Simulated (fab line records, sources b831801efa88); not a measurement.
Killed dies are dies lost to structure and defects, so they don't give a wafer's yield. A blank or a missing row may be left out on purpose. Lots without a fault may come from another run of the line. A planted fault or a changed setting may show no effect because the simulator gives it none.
A struck lot beside a sound one | flow sky130 | 42 steps out of a route of 708
Sound: wafers L157.2, L157.3, L157.5. Struck: wafer L161.5. (L161.6 of the same lot was not struck and is left out.) The cause comes at the end.
At each step with rows: each side's tool, then ch and its chambers, then its first start. Under that, the readings that differ: sound wafers | struck wafers | difference of the means | sigmas: that difference in standard deviations of wafers without a fault.
alike: readings whose means differ by less than 2 such deviations, and words and numbers that are the same on both sides. not compared: withheld readings, readings that some wafer has no value for, bounds like >300 that may hide the same value, and numbers for which the record gives no deviation and whose values overlap.
The two part at a step that has a row with sigmas, a row that says differs or no value, or rows on one side only. Numbers that don't overlap but have no deviation are shown without sigmas and don't part them. A reading that every wafer of one side lacks parts them only if that side has two wafers or more.

first, 2 steps without rows for these wafers: SKY_NWELL_PEB_08; SKY_NWELL_DEVELOP_09 (develop time 60 s).
SKY_NWELL_OVL_MEAS_10:
  sound on overlay-02, day 7 00:18; struck on overlay-02, day 7 21:01
  alike: NWELL_00_OVL
then, 3 steps without rows for these wafers: SKY_NWELL_IMPLANT_11; SKY_NWELL_IMPLANT_12; SKY_NWELL_IMPLANT_13.
SKY_NWELL_STRIP_14: strips in O2/N2.
  sound on plasma_asher-03 ch 0,1, day 7 00:47; struck on plasma_asher-04 ch 1, day 7 21:33
  alike: drypump_motor_current_A, oes_product_au, strip_time_to_endpoint_s
  not compared: rf_hours_counter_h
SKY_NWELL_TW_MEAS_15:
  sound on film_metro-03, day 7 00:53; struck on film_metro-03, day 7 21:37
  alike: NWELL_TW
then, 4 steps without rows for these wafers: SKY_NWELL_DEHYDRATE_16 (time 60 s); SKY_NWELL_HMDS_17 (prime time 60 s); SKY_NWELL_COAT_18 (resist thk 3000 nm); SKY_NWELL_SOFTBAKE_19.
SKY_NWELL_EXPOSE_20: exposes mask NWM COMPLEMENT, target cd 840 nm.
  sound on iline_stepper-01 ch 0, day 7 10:26; struck on iline_stepper-02 ch 0, day 8 07:56
  alike: mask, reticle_temp_C
then, 2 steps without rows for these wafers: SKY_NWELL_PEB_21; SKY_NWELL_DEVELOP_22 (develop time 60 s).
SKY_NWELL_OVL_MEAS_23:
  sound on overlay-02, day 7 20:33; struck on overlay-02, day 8 18:37
  alike: NWELL_01_OVL
then, 1 step without rows for these wafers: SKY_NWELL_IMPLANT_24.
SKY_NWELL_STRIP_25: strips in O2/N2.
  sound on plasma_asher-03 ch 0,1, day 7 20:44; struck on plasma_asher-04 ch 1, day 8 18:50
  alike: drypump_motor_current_A, oes_product_au, strip_time_to_endpoint_s
  not compared: rf_hours_counter_h
SKY_NWELL_TW_MEAS_26:
  sound on film_metro-03, day 7 20:50; struck on film_metro-02, day 8 18:55
  alike: NWELL_2_TW
then, 1 step without rows for these wafers: SKY_NWELL_CLEAN_27 (cleans in SC1/SC2, time 150 s).
SKY_NWELL_RTA_28: time 30 s.
  sound on rtp_anneal-02 ch 0, day 7 20:58; struck on rtp_anneal-01 ch 0, day 8 19:03
  alike: lamp_power_pct, wafer_temp_C_max
SKY_NWELL_RS_MEAS_29: measures by four-point-probe.
  sound on film_metro-02, day 7 21:04; struck on film_metro-03, day 8 19:10
  alike: NWELL_RS
SKY_NWELL_RS_MEAS_31: measures by four-point-probe.
  sound on film_metro-02, day 7 21:18; struck on film_metro-03, day 8 19:25
  alike: PWDE_RS
then, 7 steps without rows for these wafers: SKY_VT_ADJUST_HVTP_DEHYDRATE_00 (time 60 s); SKY_VT_ADJUST_HVTP_HMDS_01 (prime time 60 s); SKY_VT_ADJUST_HVTP_COAT_02 (resist thk 1140 nm); SKY_VT_ADJUST_HVTP_SOFTBAKE_03 (time 60 s); SKY_VT_ADJUST_HVTP_EXPOSE_04 (exposes mask HVTPM, target cd 380 nm); SKY_VT_ADJUST_HVTP_PEB_05; SKY_VT_ADJUST_HVTP_DEVELOP_06 (develop time 60 s).
SKY_VT_ADJUST_HVTP_CD_MEAS_07: target cd 380 nm.
  sound on cd_sem-01, day 8 18:22; struck on cd_sem-02, day 9 17:22
  alike: cd_nm
SKY_VT_ADJUST_HVTP_OVL_MEAS_08:
  sound on overlay-01, day 8 18:28; struck on overlay-01, day 9 17:26
  alike: VT_ADJUST_HVTP_OVL
then, 1 step without rows for these wafers: SKY_VT_ADJUST_HVTP_IMPLANT_09.
SKY_VT_ADJUST_HVTP_STRIP_10: strips in O2/N2.
  sound on plasma_asher-03 ch 0,1, day 8 18:39; struck on plasma_asher-02 ch 0, day 9 17:40
  alike: drypump_motor_current_A, oes_product_au, strip_time_to_endpoint_s
  not compared: rf_hours_counter_h
SKY_VT_ADJUST_HVTP_TW_MEAS_11:
  sound on film_metro-03, day 8 18:46; struck on film_metro-03, day 9 17:44
  alike: VT_ADJUST_HVTP_TW
then, 6 steps without rows for these wafers: SKY_VT_ADJUST_LVTN_DEHYDRATE_00 (time 60 s); SKY_VT_ADJUST_LVTN_HMDS_01 (prime time 60 s); SKY_VT_ADJUST_LVTN_COAT_02 (resist thk 3000 nm); SKY_VT_ADJUST_LVTN_SOFTBAKE_03; SKY_VT_ADJUST_LVTN_EXPOSE_04 (exposes mask NWM COMPLEMENT LESS NATIVE, target cd 840 nm); SKY_VT_ADJUST_LVTN_PEB_05.
-- the record jumps here: 40 days lie between the struck wafers' starts before and after (it left off in module VT_ADJUST_LVTN and takes up again in module PAD_OPEN, whose first step shown is number 708 of the route) --
SKY_PAD_OPEN_PROBE_99:
  sound on prober-01, day 48 17:35; struck on prober-02, day 49 07:56
  reading                                 | sound             | struck | difference | sigmas
  model.etest.res_iso_pwell.width_nm (nm) | 2647 2652 2643    | 2697   | +50        |
  model.etest.res_nwell.width_nm (nm)     | 847.6 841.2 838.2 | 824.8  | -17.5      |
  alike: killed_at_M0_to_M3, killed_at_M4_up, killed_at_contacts, killed_at_front_end, killed_at_other, killed_dies, killed_open, killed_short

WHERE THEY PART
Nowhere in this record.

WHY: what the simulator had put in
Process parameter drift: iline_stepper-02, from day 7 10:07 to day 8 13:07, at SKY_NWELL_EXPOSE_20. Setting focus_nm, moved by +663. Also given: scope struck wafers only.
